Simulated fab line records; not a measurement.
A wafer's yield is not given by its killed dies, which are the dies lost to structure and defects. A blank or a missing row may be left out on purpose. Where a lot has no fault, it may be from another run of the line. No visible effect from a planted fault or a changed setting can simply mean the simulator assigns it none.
fab line records | flow sky130
record: lots: 13 wafers: 39 last-day: 50
route steps=708 shown LDD_LDN@301 PAD_OPEN@708
lots that met no fault: from a run of the same line without faults
start-h: the number of hours between the record's first day and the start of the first shown wafer of the lot | wait-h: hours from the lot's prior step to this one | " identical to the entry in the row above | L1.1+2: a row that stands for several wafers | - no value, or no start was given | * or withheld: withheld | < > ~ a bound
route shown NAME@n: a module of which the file shows steps, and the number in the route of the first | usual: average and standard deviation across the fault-free wafers | same: alike in all rows | chamber/n: place in a boat | sites: the reading at each site | _std_site: how widely they spread, as a standard deviation | _edge_site: outer sites' mean less inner sites' | radius-mm: how far each site lies from the wafer's centre | mask NAME#n: copy n | behind: the last tool/chamber to shape the wafer | hold: why the lot was held/for how many hours/how that ended | device: which transistor (n, p or np) failed to switch | end of line: the route-end tests of the same wafers | a step without rows: its recipe alone | killed: dies lost to structure and defects at the first sort, not the wafer's yield | map: the dies of a wafer, with x for killed, . for not killed, _ for no die there
set.NAME: the setting as run; set.NAME@STEP: as run at that earlier step | model.NAME: the simulator's own value behind a step, which no gauge read
a sample of lots followed through the steps of the route, with each step as a table and each wafer as a row
services: from which hour (start-h, from the record's first day; less than 0 if before it) a tool's chamber was out of use, for how many hours, and why
== steps ==
step: SKY_LDD_LDN_STRIP_12
recipe: chemistry: O2/N2 power-w: 1400 pressure-mtorr: 1500 platen-temp-c: withheld o2-flow-sccm: 3000 n2-flow-sccm: 300 overash-fraction: 0.5
usual: drypump-motor-current-A: 5.6/0.38 oes-product-au: 0.716/0.0048 strip-time-to-endpoint-s: 14.17/0.042
columns lot.wafer tool chamber start-h wait-h drypump-motor-current-A oes-product-au rf-hours-counter-h strip-time-to-endpoint-s
L220.1 plasma-asher-01 1 547.23 0.1 5.9 0.714 12 14.19
L220.2 " 0 " " 5.9 0.721 12 14.16
L220.4 " 0 " " 6.0 0.715 - 14.19
L222.3 plasma-asher-04 0 563.51 0.1 5.6 0.720 - 14.13
L222.4 " 1 " " 5.6 0.708 - 14.15
L222.5 " 1 " " 5.6 0.715 - 14.13
L221.1 plasma-asher-04 0 563.78 0.1 5.7 0.715 39 14.22
L221.2 " 1 " " 5.6 0.713 39 14.25
L221.5 " 0 " " 5.7 0.716 - 14.24
L223.2 plasma-asher-01 0 571.83 0.1 6.0 0.712 14 14.17
L223.3 " 0 " " 6.0 0.717 - 14.13
L223.5 " 1 " " 6.0 0.715 - 14.11
L225.2 plasma-asher-01 1 587.98 0.1 5.9 0.957 16 -
L225.3 " 0 " " 5.9 0.951 - -
L225.5 " 0 " " 5.9 0.955 - -
L235.1 plasma-asher-01 0 664.68 0.1 6.0 0.716 23 14.18
L235.3 " 0 " " 6.0 0.711 - 14.22
L235.5 " 1 " " 6.0 0.721 - 14.21
L236.3 plasma-asher-01 1 668.92 0.1 6.0 0.709 - 14.19
L236.4 " 0 " " 5.9 0.724 - 14.20
L236.5 " 0 " " 5.9 0.716 - 14.23
L237.3 plasma-asher-01 1 685.77 0.1 5.9 0.723 - 14.06
L237.4 " 0 " " 5.9 0.722 - 14.09
L237.5 " 1 " " 6.0 0.714 - 14.14
L238.1 plasma-asher-03 1 686.06 0.1 5.2 0.710 85 14.23
L238.5 " 0 " " 4.9 0.710 - 14.23
L238.6 " 1 " " 5.2 0.720 - 14.25
L240.1 plasma-asher-04 0 701.93 0.1 5.7 0.723 52 14.16
L240.4 " 1 " " 5.6 0.719 - 14.20
L240.6 " 0 " " 5.7 0.717 - 14.22
L239.1 plasma-asher-03 1 703.33 0.1 5.2 0.722 87 14.12
L239.2 " 0 " " 4.9 0.712 87 14.11
L239.5 " 1 " " 5.2 0.722 - 14.21
L241.2 plasma-asher-03 1 712.23 0.1 5.2 0.716 88 14.19
L241.4 " 0 " " 4.9 0.720 - 14.17
L241.5 " 1 " " 5.2 0.717 - 14.17
L242.4 plasma-asher-04 1 720.16 0.1 5.6 0.708 - 14.17
L242.5 " 1 " " 5.6 0.717 - 14.15
L242.6 " 0 " " 5.7 0.715 - 14.15
step: SKY_PAD_OPEN_PROBE_99
usual: killed_at_M0_to_M3: 43/7.3 killed_at_M4_up: 3.6/1.9 killed-at-contacts: 23/5.3 killed-at-front-end: 15/4.5 killed-at-other: 0.3/0.72 killed-dies: 85/9.4 killed-on-rim: 17/4.2 killed-open: 46/6.7 killed-short: 38/6.8
same: gross-dies: 492 killed-at-back-side: 0
columns lot.wafer tool chamber start-h wait-h hold killed_at_M0_to_M3 killed_at_M4_up killed-at-contacts killed-at-front-end killed-at-other killed-dies killed-on-rim killed-open killed-short
L225.2 prober-02 - 1120.57 0.1 await-dispo/1.5h/scrap 49 0 29 414 0 492 96 51 38
L225.3 prober-02 - 1120.62 0.2 await-dispo/1.5h/scrap 50 4 29 407 1 491 96 53 48
L225.5 prober-02 - 1120.72 0.2 await-dispo/1.5h/scrap 42 5 41 404 0 492 96 55 48
L238.1 prober-01 - 1182.77 0.1 - 43 5 19 21 0 88 21 49 39
L238.5 prober-01 - 1182.97 0.2 - 44 2 16 16 0 78 17 41 37
L238.6 prober-01 - 1183.02 0.2 - 41 3 22 17 1 84 16 32 52
killed by level:class
L225.2 SPACER:area-cvd=403 CONTACT:geometric-particle:open=12 VIA1:geometric-particle:open=12 LI_CONTACT:geometric-particle:open=7 METAL1:geometric-particle:short=6 VIA1:geometric-particle:short=6 VIA3:geometric-particle:open=6 CONTACT:geometric-particle:short=5
L225.3 SPACER:area-cvd=390 LI_CONTACT:geometric-particle:open=12 VIA3:geometric-particle:open=11 VIA1:geometric-particle:open=9 CONTACT:geometric-particle:short=8 CONTACT:geometric-particle:open=7 METAL2:geometric-particle:short=7 VIA2:geometric-particle:open=5
L225.5 SPACER:area-cvd=389 LI_CONTACT:geometric-particle:open=15 CONTACT:geometric-particle:open=9 VIA1:geometric-particle:open=7 LI_CONTACT:geometric-particle:short=6 LOCAL_INTERCONNECT:geometric-particle:short=6 VIA3:geometric-particle:open=6 CONTACT:geometric-particle:short=5
L238.1 VIA3:geometric-particle:open=8 POLY_GATE:geometric-particle:open=7 VIA1:geometric-particle:open=7 FIELD_ISO:geometric-particle:short=6 LI_CONTACT:geometric-particle:open=6 CONTACT:geometric-particle:open=6 LI_CONTACT:geometric-particle:short=5 METAL4:geometric-particle:short=5
L238.5 METAL1:geometric-particle:short=11 VIA1:geometric-particle:open=10 VIA3:geometric-particle:open=7 LI_CONTACT:geometric-particle:open=6 VIA1:geometric-particle:short=6 FIELD_ISO:geometric-particle:short=4 POLY_GATE:geometric-particle:open=4 CONTACT:geometric-particle:short=4
L238.6 VIA1:geometric-particle:open=9 POLY_GATE:geometric-particle:short=6 LI_CONTACT:geometric-particle:short=6 METAL1:geometric-particle:short=6 METAL2:geometric-particle:short=6 LOCAL_INTERCONNECT:geometric-particle:short=5 FIELD_ISO:geometric-particle:open=4 VIA1:geometric-particle:short=4
== services ==
columns tool chamber start-h hours kind
plasma-asher-04 - 624.79 3.3 repair
plasma-asher-01 - 635.72 3.7 repair
plasma-asher-03 - 670.78 7.8 repair
plasma-asher-04 - 684.90 11.5 repair
== key ==
first-sign: step: SKY_LDD_LDN_STRIP_12 reading: oes-product-au direction: up sigmas: 50 usual: 0.716 struck: 0.954
effect: step: SKY_PAD_OPEN_PROBE_99 reading: killed-at-front-end direction: up sigmas: 88 usual: 15 struck: 408
more-kills-born-at: SKY_SPACER_CVD_00@lpcvd-02: 1182
met-at SKY_LDD_LDN_STRIP_12
struck-lots L225
later-rows-left-out L225.2,L225.3,L225.5
tester-left-out L225
onset-between 571.83 587.98
fault: kind: strip-aborted tool: plasma-asher-01 chamber: - onset-h: 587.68 steps: SKY_LDD_LDN_STRIP_12 offset: 0.46892 end-h: 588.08
tester-left-out: of these lots the tester's yield and bins aren't shown, on N5 and GAA mostly nor the transistor test; their killed dies are dies lost to structure and defects alone, not to doping, threshold or leakage, so they don't give the yield
later-rows-left-out: the simulator's readings of these wafers behind a module that went badly wrong aren't trusted and aren't shown, but for the sort
